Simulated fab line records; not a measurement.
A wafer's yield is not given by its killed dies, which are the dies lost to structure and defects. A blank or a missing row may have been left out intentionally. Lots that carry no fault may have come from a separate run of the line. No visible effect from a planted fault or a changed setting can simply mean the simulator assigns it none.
A struck lot beside a sound one | flow sky130 | 15 steps out of a route of 708
Sound: the wafers L662.4, L662.5, L662.6. Struck: wafer L673.1. (L673.4, L673.6 of the same lot were not struck and are left out.) The cause comes at the end.
Each step with rows lists, per side, the tool, then ch with its chambers, then its first start. Under that, the readings that differ: sound wafers | struck wafers | difference of the means | sigmas: that difference in standard deviations of wafers without a fault.
alike: readings whose means differ by less than 2 such deviations, and words and numbers that are the same on both sides. not compared: withheld readings, readings that some wafer has no value for, bounds like >300 that may hide the same value, and numbers for which the record gives no deviation and whose values overlap.
The two part at a step that has a row with sigmas, a row that says differs or no value, or rows on one side only. Numbers that don't overlap but have no deviation are shown without sigmas and don't part them. A reading that every wafer of one side lacks parts them only if that side has two wafers or more.

first, 2 steps without rows for these wafers: SKY_METAL4_PEB_11; SKY_METAL4_DEVELOP_12 (develop time 60 s).
SKY_METAL4_CD_MEAS_13: target cd 300 nm.
  sound on cd sem-01 at day 43 13:04; struck on cd sem-01 at day 46 13:53
  alike: cd nm
SKY_METAL4_OVL_MEAS_14:
  sound on overlay-02 at day 43 13:08; struck on overlay-02 at day 46 14:00
  alike: METAL4_OVL
SKY_METAL4_DESCUM_15: chemistry O2, time 8 s.
  sound on rie metal-01 ch 0,1, day 43 13:10; struck on rie metal-01 ch 0, day 46 14:02
  reading                | sound | struck | difference                   | sigmas
  rf hours counter h (h) | - - - | 20     | no value on the sound wafers |
  alike: drypump motor current A, oes product au
SKY_METAL4_ETCH_16: etches BARC in N2/H2, stops on SiO2, time 88.2 s, target depth 60 nm.
  sound on rie metal-01 ch 0,1, day 43 13:13; struck on rie metal-01 ch 0, day 46 14:04
  reading                | sound | struck | difference                   | sigmas
  rf hours counter h (h) | - - - | 20     | no value on the sound wafers |
  alike: drypump motor current A, h2 flow sccm, n2 flow sccm, oes product au, throttle valve pct
SKY_METAL4_ETCH_17: etches SiO2 in C4F8/O2/Ar, stops on TiN, time 3.9 s, target depth 15 nm.
  sound on rie diel-03 ch 0,1,3, day 43 13:17; struck on rie diel-03 ch 2, day 46 14:10
  alike: oes product au
  not compared: rf hours counter h
SKY_METAL4_METAL_ETCH_18: etches the open film in Cl2/BCl3, stops on SiO2, target depth 845 nm, time 183.1 s.
  sound on rie metal-03 ch 0,1, day 43 13:22; struck on rie metal-02 ch 0, day 46 14:11
  reading                | sound | struck | difference                   | sigmas
  rf hours counter h (h) | - - - | 15     | no value on the sound wafers |
  alike: drypump motor current A, oes product au, throttle valve pct
SKY_METAL4_STRIP_19: strips in O2/N2.
  sound on plasma asher-03 ch 0,1, day 43 13:31; struck on plasma asher-03 ch 0, day 46 14:26
  reading                      | sound          | struck | difference                   | sigmas
  rf hours counter h (h)       | - - -          | 32     | no value on the sound wafers |
  strip time to endpoint s (s) | 6.53 6.61 6.56 | 6.33   | -0.24                        | -2
  alike: drypump motor current A, n2 flow sccm, o2 flow sccm, oes product au
then, 3 steps without rows for these wafers: SKY_METAL4_STRIP_20 (strips in post etch residue remover, time 1200 s); SKY_METAL4_CLEAN_21 (cleans in IPA, time 180 s); SKY_METAL4_CLEAN_22 (cleans in O3/DIW).
SKY_VIA4_HDPCVD_00: deposits SiO2, target thk 1750 nm, time 291.7 s.
  sound on hdpcvd-02 ch 0,1,2, day 43 14:10; struck on hdpcvd-01 ch 0, day 46 15:01
  reading                                  | sound          | struck | difference | sigmas
  model.SiO2_of_VIA4_HDPCVD_00.thk nm (nm) | 1750 1762 1738 | 2688   | +938       |
SKY_VIA4_THK_MEAS_01:
  sound on film metro-02 at day 43 14:20; struck on film metro-03 at day 46 15:52
  reading              | sound          | struck | difference | sigmas
  VIA4_HDPCVD_THK (nm) | 1751 1763 1738 | 2689   | +938       | +52
  not compared: hold
-- the record jumps here: 3 days lie between the struck wafers' starts before and after (it left off in module VIA4 and takes up again in module PAD_OPEN, whose first step shown is number 708 of the route) --
SKY_PAD_OPEN_PROBE_99:
  sound on prober-01 at day 47 11:46; struck on prober-01 at day 50 02:26
  reading             | sound   | struck | difference | sigmas
  killed at front end | 9 10 13 | 20     | +9         | +2
  alike: defect limited yield, killed_at_M0_to_M3, killed_at_M4_up, killed at contacts, killed at other, killed dies, killed on rim, killed open, killed short, sort_bin_3_pad_short, sort_bin_5_function, sort_bin_6_memory, sort n pass, sort yield pct

## WHERE THEY PART
Earliest at SKY_METAL4_DESCUM_15; latest, in this record, at SKY_PAD_OPEN_PROBE_99.

WHY: what had been put in by the simulator
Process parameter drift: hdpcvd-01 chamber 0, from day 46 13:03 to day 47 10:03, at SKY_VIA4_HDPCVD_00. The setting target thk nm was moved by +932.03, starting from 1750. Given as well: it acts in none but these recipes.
